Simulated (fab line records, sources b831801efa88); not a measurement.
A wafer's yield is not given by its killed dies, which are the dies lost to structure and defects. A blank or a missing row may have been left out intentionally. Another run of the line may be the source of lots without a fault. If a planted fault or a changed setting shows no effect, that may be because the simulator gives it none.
Which tool was responsible? | flow sky130 | 11 lots, 33 wafers sampled, at 4 steps of a route of 708

== WHAT EACH GAUGE READ, for each wafer ==
SKY_NWELL_TW_MEAS_15.
lot  | measured     | on           | NWELL_TW
L999 | day 4 17:16  | filmMetro-03 | 1822 1834 1837
L103 | day 5 15:58  | filmMetro-03 | 1822 1822 1813
L104 | day 5 19:44  | filmMetro-03 | 1820 1814 1818
L105 | day 6 06:44  | filmMetro-04 | 1823 1823 1828
L107 | day 6 16:52  | filmMetro-03 | 1809 1818 1819
L109 | day 7 09:23  | filmMetro-04 | 1836 1823 1825
L113 | day 8 05:58  | filmMetro-04 | 1826 1824 1826
L116 | day 9 01:17  | filmMetro-02 | 1602 1602 1605
L117 | day 9 09:22  | filmMetro-03 | 1624 1626 1618
L118 | day 9 11:19  | filmMetro-03 | 1828 1831 1823
L121 | day 10 03:50 | filmMetro-04 | 1822 1821 1822

== EACH LOT AND THE TOOL THAT RAN IT (in order: tool; ch and the chambers of the sampled wafers; start) ==
lot  | SKY_FIELD_ISO_ETCH_14            | SKY_FIELD_ISO_ETCH_17          | SKY_NWELL_IMPLANT_11
L999 | rieDiel-03 ch 1,2, day 2 10:10   | rieSi-02 ch 1,2,3, day 2 10:22 | implanter-03 ch 0, day 4 16:44
L103 | rieDiel-03 ch 0,1,2, day 3 05:55 | rieSi-02 ch 1,2,3, day 3 06:07 | implanter-04 ch 0, day 5 15:26
L104 | rieDiel-04 ch 0,1,2, day 3 10:40 | rieSi-01 ch 0,1,3, day 3 10:52 | implanter-03 ch 0, day 5 19:11
L105 | rieDiel-04 ch 1,2,3, day 3 17:38 | rieSi-02 ch 1,2, day 3 17:50   | implanter-04 ch 0, day 6 06:12
L107 | rieDiel-01 ch 2,3, day 4 03:59   | rieSi-02 ch 0,2, day 4 04:11   | implanter-02 ch 0, day 6 16:20
L109 | rieDiel-01 ch 0,1, day 4 12:56   | rieSi-02 ch 0,2,3, day 4 13:08 | implanter-03 ch 0, day 7 08:49
L113 | rieDiel-04 ch 1,3, day 5 11:55   | rieSi-01 ch 0,2,3, day 5 12:06 | implanter-04 ch 0, day 8 05:27
L116 | rieDiel-01 ch 0,2, day 6 02:19   | rieSi-02 ch 1,2,3, day 6 02:30 | implanter-03 ch 0, day 9 00:46
L117 | rieDiel-01 ch 1,3, day 6 10:32   | rieSi-01 ch 0,1,3, day 6 10:44 | implanter-03 ch 0, day 9 08:49
L118 | rieDiel-04 ch 1,2,3, day 6 13:52 | rieSi-02 ch 1,2,3, day 6 14:03 | implanter-02 ch 0, day 9 10:48
L121 | rieDiel-03 ch 0,1,2, day 7 04:01 | rieSi-01 ch 0,1,2, day 7 04:13 | implanter-02 ch 0, day 10 03:18
- SKY_FIELD_ISO_ETCH_14: etches BARC in N2/H2, stops on SiO2, time 45.9 s, target depth 60 nm.
- SKY_FIELD_ISO_ETCH_17: etches Si in HBr/Cl2/O2, target depth 342 nm, time 97.7 s.
- SKY_NWELL_IMPLANT_11

== THE ANSWER, worked out from the rows above alone ==
Rule: what is usual is taken from the lots themselves. Put in order of their means at a reading, lots are off if they are a third of the lots or fewer, leave a main group of 4 or more, and stand apart from it by a gap of 3 or more times the standard deviation of the main group's means; of several such gaps the widest counts. A main group whose means are all the same, to the digits that the tables above print for the reading, isn't used. Also off: a lot with no number at a reading for which 4 or more lots have one. Where the step has rows for the other lots, those lots are counted as sound.
Off: at SKY_NWELL_TW_MEAS_15 (NWELL_TW), L116, L117. Mean 1823 and standard deviation 5 in the main group.
If a tool, at a process step before that reading, ran all the lots that are off and no sound lot after the first of them, it fits. The gauges at SKY_NWELL_TW_MEAS_15 are tried like those tools. Can't be told from this: 2 tools fit, rieDiel-01 at SKY_FIELD_ISO_ETCH_14, implanter-03 at SKY_NWELL_IMPLANT_11.

== WHAT THE SIMULATOR HAD INSERTED ==
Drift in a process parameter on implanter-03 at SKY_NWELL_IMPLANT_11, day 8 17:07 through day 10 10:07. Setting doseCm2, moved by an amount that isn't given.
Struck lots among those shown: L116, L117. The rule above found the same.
